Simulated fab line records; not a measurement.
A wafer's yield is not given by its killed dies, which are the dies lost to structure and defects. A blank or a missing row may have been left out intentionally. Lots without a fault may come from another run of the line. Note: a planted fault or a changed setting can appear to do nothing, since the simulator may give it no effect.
fab line records -- flow gf180mcu -- part 2 of 2: steps 30 to 39 of 39
record: lots: 5, wafers: 15, last_day: 34
route steps=602 shown HV_LDD@188
lots untouched by any fault: they come from a run of this same line in which no faults occurred
start_h: the number of hours between the record's first day and the start of the first shown wafer of the lot -- wait_h: how many hours have passed since the lot's step before this one -- " identical to the entry in the row above -- L1.1+2: several wafers, shown together as one row -- - value missing, or start not given -- * or withheld: withheld -- < > ~ a bound
route shown NAME@n: names a module that has steps shown in the file, with the first one's number in the route -- usual: mean and standard deviation over wafers with no fault -- same: alike in all rows -- chamber/n: place in a boat -- sites: the reading at each site -- _std_site: their standard deviation -- _edge_site: inner sites' mean taken away from outer sites' mean -- radius_mm: how far each site lies from the wafer's centre -- mask NAME#n: copy n -- behind: the last tool/chamber to shape the wafer -- hold: what put the lot on hold/how long, in hours/how the hold closed -- device: the transistor (n, p or np) that didn't switch -- end of line: at the end of the route, the tests of the same wafers -- where a step has no rows: the recipe by itself -- killed: the dies lost at the first sort to structure and to defects; this is not the yield of the wafer -- map: dies across one wafer; x = killed, . = not, _ = none there
set.NAME: the setting the step ran with; set.NAME@STEP: the setting that earlier step ran with -- model.NAME: the simulator's own value behind a step, which no gauge read
lots at some steps of the route; a table a step, a row a wafer
services: when a tool's chamber went out of use (start_h, in hours from the record's first day, below 0 if earlier), for how many hours, and the reason
== steps ==
step: GF_HV_LDD_COAT_41
recipe: resist: NOVOLAK, spin_rpm: 3000, resist_thk_nm: 1000
usual: chill_plate_temp_C: 22.97/0.093
lot.wafer,tool,chamber,start_h,wait_h,chill_plate_temp_C
L086.1,litho_track-01,0,360.77,0.1,22.93
L086.2,litho_track-01,0,360.77,0.1,22.89
L086.3,litho_track-01,0,360.77,0.1,22.91
L088.3,litho_track-04,0,375.67,0.1,22.97
L088.5,litho_track-04,0,375.67,0.1,22.92
L088.6,litho_track-04,0,375.67,0.1,22.90
L089.1,litho_track-02,0,384.30,0.1,22.88
L089.2,litho_track-02,0,384.30,0.1,22.86
L089.4,litho_track-02,0,384.30,0.1,22.91
L095.2,litho_track-02,0,431.07,0.1,22.94
L095.4,litho_track-02,0,431.07,0.1,23.01
L095.5,litho_track-02,0,431.07,0.1,22.93
L096.2,litho_track-04,0,436.99,0.1,22.97
L096.3,litho_track-04,0,436.99,0.1,23.01
L096.4,litho_track-04,0,436.99,0.1,23.07
step: GF_HV_LDD_SOFTBAKE_42
recipe: temp_c: 90, time_s: 60, resist: NOVOLAK
usual: chill_plate_temp_C: 22.99/0.097
lot.wafer,tool,chamber,start_h,wait_h,chill_plate_temp_C
L086.1,litho_track-01,0,360.92,0.1,22.87
L086.2,litho_track-01,0,360.92,0.1,22.81
L086.3,litho_track-01,0,360.92,0.1,22.91
L088.3,litho_track-04,0,375.82,0.1,23.16
L088.5,litho_track-04,0,375.82,0.1,22.90
L088.6,litho_track-04,0,375.82,0.1,22.96
L089.1,litho_track-02,0,384.45,0.1,23.07
L089.2,litho_track-02,0,384.45,0.1,22.88
L089.4,litho_track-02,0,384.45,0.1,22.90
L095.2,litho_track-02,0,431.22,0.1,22.89
L095.4,litho_track-02,0,431.22,0.1,22.89
L095.5,litho_track-02,0,431.22,0.1,23.00
L096.2,litho_track-04,0,437.14,0.1,22.94
L096.3,litho_track-04,0,437.14,0.1,23.11
L096.4,litho_track-04,0,437.14,0.1,23.06
step: GF_HV_LDD_EXPOSE_43
recipe: mask_id: Pplus_HV_AREA, target_cd_nm: 400, na: 0.6, source_shape: conventional, sigma_outer: 0.6, dose_mj: 140
lot.wafer,tool,chamber,start_h,wait_h,mask
L086.1+2+3,iline_stepper-01,0,-,-,Pplus_HV_AREA#0
L088.3+5+6,iline_stepper-02,0,-,-,Pplus_HV_AREA#0
L089.1+2+4,iline_stepper-02,0,-,-,Pplus_HV_AREA#0
L095.2+4+5,iline_stepper-01,0,-,-,Pplus_HV_AREA#0
L096.2+3+4,iline_stepper-02,0,-,-,Pplus_HV_AREA#0
step: GF_HV_LDD_PEB_44
recipe: temp_c: withheld, time_s: *, resist: NOVOLAK
usual: chill_plate_temp_C: *
lot.wafer,tool,chamber,start_h,wait_h,chill_plate_temp_C
L086.1,litho_track-02,0,-,-,*
L086.2,litho_track-02,0,-,-,*
L086.3,litho_track-02,0,-,-,*
L088.3,litho_track-01,0,-,-,*
L088.5,litho_track-01,0,-,-,*
L088.6,litho_track-01,0,-,-,*
L089.1,litho_track-01,0,-,-,*
L089.2,litho_track-01,0,-,-,*
L089.4,litho_track-01,0,-,-,*
L095.2,litho_track-01,0,-,-,*
L095.4,litho_track-01,0,-,-,*
L095.5,litho_track-01,0,-,-,*
L096.2,litho_track-02,0,-,-,*
L096.3,litho_track-02,0,-,-,*
L096.4,litho_track-02,0,-,-,*
step: GF_HV_LDD_DEVELOP_45
recipe: develop_time_s: 60, dev_temp_c: 23
usual: chill_plate_temp_C: 22.99/0.094
lot.wafer,tool,chamber,start_h,wait_h,chill_plate_temp_C
L086.1,litho_track-02,0,372.05,0.1,22.89
L086.2,litho_track-02,0,372.05,0.1,22.95
L086.3,litho_track-02,0,372.05,0.1,22.76
L088.3,litho_track-01,0,387.17,0.1,22.95
L088.5,litho_track-01,0,387.17,0.1,23.03
L088.6,litho_track-01,0,387.17,0.1,22.95
L089.1,litho_track-01,0,395.87,0.1,22.91
L089.2,litho_track-01,0,395.87,0.1,23.14
L089.4,litho_track-01,0,395.87,0.1,23.11
L095.2,litho_track-01,0,443.20,0.1,23.16
L095.4,litho_track-01,0,443.20,0.1,22.97
L095.5,litho_track-01,0,443.20,0.1,23.06
L096.2,litho_track-02,0,449.52,0.1,22.91
L096.3,litho_track-02,0,449.52,0.1,22.84
L096.4,litho_track-02,0,449.52,0.1,23.01
step: GF_HV_LDD_CD_MEAS_46
recipe: target_cd_nm: 400
usual: cd_nm: 399.7/2.2
lot.wafer,tool,chamber,start_h,wait_h,cd_nm
L086.1,cd_sem-01,-,372.20,0.1,401.5
L086.2,cd_sem-01,-,372.20,0.1,402.3
L086.3,cd_sem-01,-,372.20,0.1,401.6
L088.3,cd_sem-01,-,387.31,0.1,402.0
L088.5,cd_sem-01,-,387.31,0.1,399.2
L088.6,cd_sem-01,-,387.31,0.1,400.6
L089.1,cd_sem-01,-,396.02,0.1,399.8
L089.2,cd_sem-01,-,396.02,0.1,401.7
L089.4,cd_sem-01,-,396.02,0.1,402.0
L095.2,cd_sem-01,-,443.34,0.1,402.9
L095.4,cd_sem-01,-,443.34,0.1,400.5
L095.5,cd_sem-01,-,443.34,0.1,402.4
L096.2,cd_sem-01,-,449.67,0.1,398.8
L096.3,cd_sem-01,-,449.67,0.1,396.7
L096.4,cd_sem-01,-,449.67,0.1,397.2
step: GF_HV_LDD_OVL_MEAS_47
usual: HV_LDD_03_OVL: -0.3/1.3
lot.wafer,tool,chamber,start_h,wait_h,HV_LDD_03_OVL[nm]
L086.1,overlay-01,-,372.32,0.1,-0.6
L086.2,overlay-01,-,372.32,0.1,-1.9
L086.3,overlay-01,-,372.32,0.1,-0.7
L088.3,overlay-01,-,387.40,0.1,0.4
L088.5,overlay-01,-,387.40,0.1,-0.9
L088.6,overlay-01,-,387.40,0.1,1.6
L089.1,overlay-02,-,396.14,0.1,1.4
L089.2,overlay-02,-,396.14,0.1,1.2
L089.4,overlay-02,-,396.14,0.1,0.1
L095.2,overlay-01,-,443.45,0.1,-1.2
L095.4,overlay-01,-,443.45,0.1,3.3
L095.5,overlay-01,-,443.45,0.1,0.8
L096.2,overlay-01,-,449.77,0.1,0.0
L096.3,overlay-01,-,449.77,0.1,-1.4
L096.4,overlay-01,-,449.77,0.1,-0.3
step: GF_HV_LDD_IMPLANT_48
recipe: species: B, energy_kev: 25, dose_cm2: 3e+13, tilt_deg: 7
lot.wafer,tool,chamber,start_h,wait_h
L086.1+2+3,implanter-02,0,372.36,0.0
L088.3+5+6,implanter-03,0,387.48,0.1
L089.1+2+4,implanter-02,0,396.18,0.0
L095.2+4+5,implanter-02,0,443.50,0.0
L096.2+3+4,implanter-03,0,449.83,0.0
step: GF_HV_LDD_STRIP_49
recipe: chemistry: O2/N2, power_w: 1400, pressure_mtorr: 1500, platen_temp_c: 250, o2_flow_sccm: 3000, n2_flow_sccm: 300, overash_fraction: 0.5
usual: drypump_motor_current_A: 5.91/0.3, heater_power_w: 306/24, oes_product_au: 0.717/0.0043, strip_time_to_endpoint_s: 12.64/0.039
lot.wafer,tool,chamber,start_h,wait_h,drypump_motor_current_A,heater_power_w,oes_product_au,rf_hours_counter_h,strip_time_to_endpoint_s
L086.1,plasma_asher-01,1,372.51,0.1,6.34,332,0.714,61,12.66
L086.2,plasma_asher-01,0,372.51,0.1,5.54,319,0.719,61,12.65
L086.3,plasma_asher-01,1,372.51,0.1,6.35,343,0.714,-,12.67
L088.3,plasma_asher-03,1,387.61,0.1,6.03,276,0.716,-,12.62
L088.5,plasma_asher-03,0,387.61,0.1,5.95,306,0.716,-,12.61
L088.6,plasma_asher-03,1,387.61,0.1,6.03,280,0.718,-,12.64
L089.1,plasma_asher-02,1,396.48,0.2,5.53,317,0.713,76,12.58
L089.2,plasma_asher-02,0,396.48,0.2,6.08,265,0.717,76,12.60
L089.4,plasma_asher-02,0,396.48,0.2,6.09,272,0.714,-,12.62
L095.2,plasma_asher-03,1,443.63,0.1,6.03,274,0.711,78,12.60
L095.4,plasma_asher-03,0,443.63,0.1,5.94,319,0.713,-,12.59
L095.5,plasma_asher-03,1,443.63,0.1,6.05,280,0.710,-,12.62
L096.2,plasma_asher-03,1,449.95,0.1,6.01,273,0.719,78,12.69
L096.3,plasma_asher-03,1,449.95,0.1,6.01,275,0.722,-,12.66
L096.4,plasma_asher-03,0,449.95,0.1,5.93,313,0.707,-,12.65
step: GF_HV_LDD_TW_MEAS_50
usual: HV_LDD_4_TW: 566/6.7
lot.wafer,tool,chamber,start_h,wait_h,HV_LDD_4_TW
L086.1,film_metro-04,-,372.61,0.1,573
L086.2,film_metro-04,-,372.61,0.1,569
L086.3,film_metro-04,-,372.61,0.1,573
L088.3,film_metro-02,-,387.70,0.1,559
L088.5,film_metro-02,-,387.70,0.1,560
L088.6,film_metro-02,-,387.70,0.1,558
L089.1,film_metro-04,-,396.58,0.1,574
L089.2,film_metro-04,-,396.58,0.1,576
L089.4,film_metro-04,-,396.58,0.1,576
L095.2,film_metro-02,-,443.74,0.1,564
L095.4,film_metro-02,-,443.74,0.1,564
L095.5,film_metro-02,-,443.74,0.1,565
L096.2,film_metro-02,-,450.06,0.1,561
L096.3,film_metro-02,-,450.06,0.1,561
L096.4,film_metro-02,-,450.06,0.1,562
== services ==
tool,chamber,start_h,hours,kind
plasma_asher-02,-,306.18,2.8,pm
implanter-03,-,347.10,1.5,repair
iline_stepper-01,0,352.53,-,calibration
implanter-02,-,354.51,0.5,repair
iline_stepper-02,0,361.18,-,calibration
iline_stepper-02,-,370.63,1.7,pm
implanter-03,-,386.06,1.2,repair
implanter-02,-,390.03,1.2,repair
iline_stepper-02,-,409.58,1.8,repair
iline_stepper-02,-,421.03,4.4,pm
plasma_asher-02,-,421.26,9.0,pm
plasma_asher-02,0,421.26,9.0,vent_cycle
plasma_asher-02,1,421.26,9.0,vent_cycle
implanter-02,-,426.89,3.2,repair
plasma_asher-02,0,430.26,-,clean
plasma_asher-02,1,430.26,-,clean
implanter-02,-,432.84,4.6,pm
iline_stepper-02,-,435.09,1.9,repair
iline_stepper-01,-,440.04,2.1,pm
iline_stepper-01,-,442.13,-,consumable_replace:lamp
